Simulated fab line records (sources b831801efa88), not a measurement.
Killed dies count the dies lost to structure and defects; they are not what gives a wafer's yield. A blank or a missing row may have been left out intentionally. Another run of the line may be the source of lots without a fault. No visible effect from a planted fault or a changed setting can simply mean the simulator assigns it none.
Which tool is to blame?	flow sky130	13 lots, 37 wafers sampled, at 4 steps of a route of 708

WHAT EACH GAUGE READ, for each wafer
SKY_VT_ADJUST_HVTR_OVL_MEAS_08.
lot	measured	on	VT_ADJUST_HVTR_OVL (nm)
L575	day 9 23:20	overlay-01	-0.7 -0.3 0.5
L576	day 10 09:30	overlay-02	-0.2 1.8 -0.1
L578	day 10 21:07	overlay-01	1.4 0.7 0.8
L579	day 11 02:36	overlay-02	1.8 -1.8 -0.2
L580	day 11 12:24	overlay-02	0.7 1.5 0.2
L581	day 11 17:59	overlay-01	1.8 1.7 1.2
L582	day 12 02:23	overlay-01	0.3 1.0 1.1
L583	day 12 11:47	overlay-02	0.3 -1.5 0.7
L584	day 12 16:53	overlay-02	0.2 -1.5 -1.2
L586	day 13 09:20	overlay-02	0.4 0.2 1.9
L587	day 13 19:31	overlay-01	-0.4 -2.0 -1.2
L589	day 14 06:53	overlay-01	0.7 2.3 -0.8
L591	day 14 19:18	overlay-01	0.3

SKY_SONOS_ONO_THK_MEAS_03.
lot	measured	on	SONOS_ONO_CVD_02_THK (nm)
L575	day 12 00:32	film metro-04	10.63 10.51 10.43
L576	day 12 13:46	film metro-02	10.54 10.53 10.57
L578	day 13 02:23	film metro-02	10.42 10.25 10.43
L579	day 13 09:35	film metro-04	10.56 10.60 10.43
L580	day 13 17:37	film metro-04	10.41 10.29 10.32
L581	day 14 01:22	film metro-01	10.72 10.50 10.66
L582	day 14 09:10	film metro-04	10.30 10.26 10.51
L583	day 14 21:59	film metro-04	10.59 10.38 10.36
L584	day 14 23:34	film metro-02	10.27 10.47 10.39
L586	day 15 22:51	film metro-04	10.57 10.45 10.48
L587	day 16 05:33	film metro-02	10.53 10.54 10.50
L589	day 16 20:47	film metro-02	10.48 10.46 10.46
L591	day 17 12:22	film metro-04	10.55

WHICH TOOL RAN EACH LOT (tool, then ch and the chambers of the sampled wafers, then the start)
lot	SKY_VT_ADJUST_PCH_STRIP_09	SKY_SONOS_TUNNEL_EXPOSE_04
L575	plasma asher-01 ch 0,1, day 10 22:37	iline stepper-02 ch 0, day 11 09:26
L576	plasma asher-01 ch 0,1, day 11 07:58	iline stepper-02 ch 0, day 11 19:46
L578	plasma asher-02 ch 0,1, day 11 20:00	iline stepper-02 ch 0, day 12 08:35
L579	plasma asher-02 ch 0,1, day 12 03:26	iline stepper-02 ch 0, day 12 15:58
L580	plasma asher-01 ch 0,1, day 12 13:22	iline stepper-01 ch 0, day 13 01:51
L581	plasma asher-02 ch 0,1, day 12 18:55	iline stepper-01 ch 0, day 13 07:31
L582	plasma asher-03 ch 0,1, day 13 03:39	iline stepper-01 ch 0, day 13 16:16
L583	plasma asher-03 ch 0,1, day 13 12:31	iline stepper-01 ch 0, day 14 02:01
L584	plasma asher-01 ch 0,1, day 13 18:07	iline stepper-01 ch 0, day 14 06:47
L586	plasma asher-01 ch 0,1, day 14 11:19	iline stepper-01 ch 0, day 15 00:53
L587	plasma asher-03 ch 0,1, day 14 21:51	iline stepper-02 ch 0, day 15 11:49
L589	plasma asher-01 ch 0,1, day 15 09:45	iline stepper-01 ch 0, day 15 23:41
L591	plasma asher-01 ch 1, day 15 22:27	iline stepper-02 ch 0, day 16 12:55
- SKY_VT_ADJUST_PCH_STRIP_09: strips in O2/N2.
- SKY_SONOS_TUNNEL_EXPOSE_04: exposes mask TUNM, target cd 410 nm.

AS READ BY THE TOOLS THEMSELVES (means over the sampled wafers that have a number; for cases with no such wafer, the mark the record gives instead)
SKY_VT_ADJUST_PCH_STRIP_09.
lot	tool	drypump motor current A (A)	oes product au (a.u.)	strip time to endpoint s (s)
L575	plasma asher-01	6.1	0.719	36.99
L576	plasma asher-01	6.1	0.721	36.87
L578	plasma asher-02	6.0	0.723	36.83
L579	plasma asher-02	6.0	0.721	37.03
L580	plasma asher-01	5.7	0.724	36.89
L581	plasma asher-02	6.3	0.726	37.09
L582	plasma asher-03	5.7	0.718	36.98
L583	plasma asher-03	5.7	0.723	36.87
L584	plasma asher-01	6.1	0.725	36.96
L586	plasma asher-01	5.7	0.723	36.95
L587	plasma asher-03	5.6	0.722	36.82
L589	plasma asher-01	5.7	0.723	37.06
L591	plasma asher-01	6.4	0.722	36.95

SKY_SONOS_TUNNEL_EXPOSE_04.
lot	tool	exposure dose mJ cm2
L575	iline stepper-02	136.10
L576	iline stepper-02	135.78
L578	iline stepper-02	136.01
L579	iline stepper-02	135.88
L580	iline stepper-01	136.03
L581	iline stepper-01	135.96
L582	iline stepper-01	135.97
L583	iline stepper-01	136.01
L584	iline stepper-01	135.90
L586	iline stepper-01	136.06
L587	iline stepper-02	135.98
L589	iline stepper-01	136.01
L591	iline stepper-02	135.14

THE ANSWER, worked out from the rows above alone
Rule: what is usual is taken from the lots themselves. The widest of any qualifying gaps counts: lots, ordered by their means at a reading, are off when they make up no more than a third of the lots, leave a main group of 4 or more, and stand apart from it by 3 or more times the standard deviation of that group's means. A main group is skipped when, at the precision printed for the reading in the tables above, its means are all equal. A lot without any number at a reading at which 4 lots or more have one is off too. All remaining lots with rows at the step are treated as sound. The gauges are gone through in route order, then the tools' own readings, and for those a lot's mean is taken as printed above. At the first step where some lot is off, the reading lying furthest off is the one used; lots without a number count as furthest.
Off: L591 (SKY_SONOS_TUNNEL_EXPOSE_04, exposure dose mJ cm2). Main group: mean 135.97, sd 0.083.
If a tool, at that step or one of the process steps before it, ran each lot that is off and ran no sound lot following the first of them, it fits. This does not decide it: 2 tools fit, namely plasma asher-01 at SKY_VT_ADJUST_PCH_STRIP_09 and iline stepper-02 at SKY_SONOS_TUNNEL_EXPOSE_04.

WHAT WAS PUT IN BY THE SIMULATOR
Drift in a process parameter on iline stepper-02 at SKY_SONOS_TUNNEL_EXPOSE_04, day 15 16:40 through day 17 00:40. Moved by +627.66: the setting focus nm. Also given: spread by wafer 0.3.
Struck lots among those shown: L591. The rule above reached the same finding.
